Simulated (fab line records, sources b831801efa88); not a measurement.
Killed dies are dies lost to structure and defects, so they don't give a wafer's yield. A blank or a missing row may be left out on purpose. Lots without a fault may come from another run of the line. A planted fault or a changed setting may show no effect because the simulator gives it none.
One fault seen from 2 desks | flow gf180mcu | each desk has only its own numbers; what lay behind them comes last

THE TOOL OWNER'S DESK: rie_diel-04
The tool's own readings at GF_HV_LDD_ETCHBACK_58 (etches Si3N4 in CH3F/O2, stops on SiO2, time 100 s, target depth 90 nm): means of the sampled wafers that have a number, for each lot that ran on this tool. A lot is out of limits, marked OUT, if its mean lies more than 4 standard deviations from the usual mean; the brackets give that distance.
Columns: A = drypump_motor_current_A at GF_HV_LDD_ETCHBACK_58, usual 5.4 A; B = oes_product_au at GF_HV_LDD_ETCHBACK_58, usual 0.842 a.u.; C = rf_fwd_power_W at GF_HV_LDD_ETCHBACK_58, usual 397.5 W; D = throttle_valve_pct at GF_HV_LDD_ETCHBACK_58, usual 10.561 %
lot  | first seen here | A   | B     | C               | D
L947 | day 13 17:23    | 5.3 | 0.836 | 450.4 (+38) OUT | 10.557
L949 | day 14 08:08    | 5.4 | 0.842 | 449.9 (+37) OUT | 10.564
L966 | day 20 03:31    | 5.3 | 0.842 | 398.1           | 10.564
This desk's finding: out of limits on L947, L949; first on L947, day 13 17:23 (rf_fwd_power_W at GF_HV_LDD_ETCHBACK_58). In limits: L966.

THE METROLOGY DESK
What the gauges read, lot by lot, whatever tool the lot ran on: means of the sampled wafers that have a number. A lot is out of limits, marked OUT, if its mean lies more than 4 standard deviations from the usual mean; the brackets give that distance. Of its 12 readings 7 are shown: those that lie furthest out on some lot.
Columns: A = cd_nm at GF_HV_LDD_CD_MEAS_46, usual 400.4 nm; B = HV_LDD_CVD_56_THK at GF_HV_LDD_THK_MEAS_57, usual 89.9 nm; C = cd_nm at GF_NSD_CD_MEAS_07, usual 399.9 nm; D = NSD_OVL at GF_NSD_OVL_MEAS_08, usual 0.1 nm; E = cd_nm at GF_PSD_CD_MEAS_07, usual 399.8 nm; F = PSD_OVL at GF_PSD_OVL_MEAS_08, usual 0.8 nm; G = PSD_TW at GF_PSD_TW_MEAS_11, usual 3213
lot  | first seen here | A     | B    | C     | D    | E     | F    | G
L947 | day 13 12:53    | 399.1 | 88.6 | 404.3 | 0.6  | 400.6 | -1.2 | 3209
L949 | day 14 04:53    | 398.3 | 89.7 | 398.8 | -0.5 | 396.9 | 0.6  | 3189
L958 | day 17 06:56    | 402.1 | 90.1 | 398.5 | -2.5 | 405.0 | 0.1  | 3226
L961 | day 18 04:29    | 404.8 | 90.0 | 398.3 | 1.3  | 400.6 | 0.6  | 3218
L963 | day 18 23:51    | 399.2 | 90.3 | 403.6 | -0.5 | 398.5 | 1.3  | 3246
L966 | day 20 00:16    | 398.8 | 90.0 | 399.1 | -1.8 | 399.8 | 1.4  | 3238
This desk's finding: nothing out of limits on any of the 6 lots.

PUT TOGETHER
The tool owner's desk could have raised an alarm at day 13 17:23, on L947, L949.
The metrology desk saw nothing out of limits.
The metrology desk has L947, L949 on record, within its limits.
Of the lots named, all ran GF_HV_LDD_ETCHBACK_58 on rie_diel-04.

WHAT THE SIMULATOR HAD PUT IN
Process parameter drift: rie_diel-04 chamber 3, from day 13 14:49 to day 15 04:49, at GF_HV_LDD_ETCHBACK_58. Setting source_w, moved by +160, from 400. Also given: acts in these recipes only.
Lots struck among those shown: L947, L949.
Hours from the fault's start to each desk's first reading out of limits: the tool owner's desk, 3.
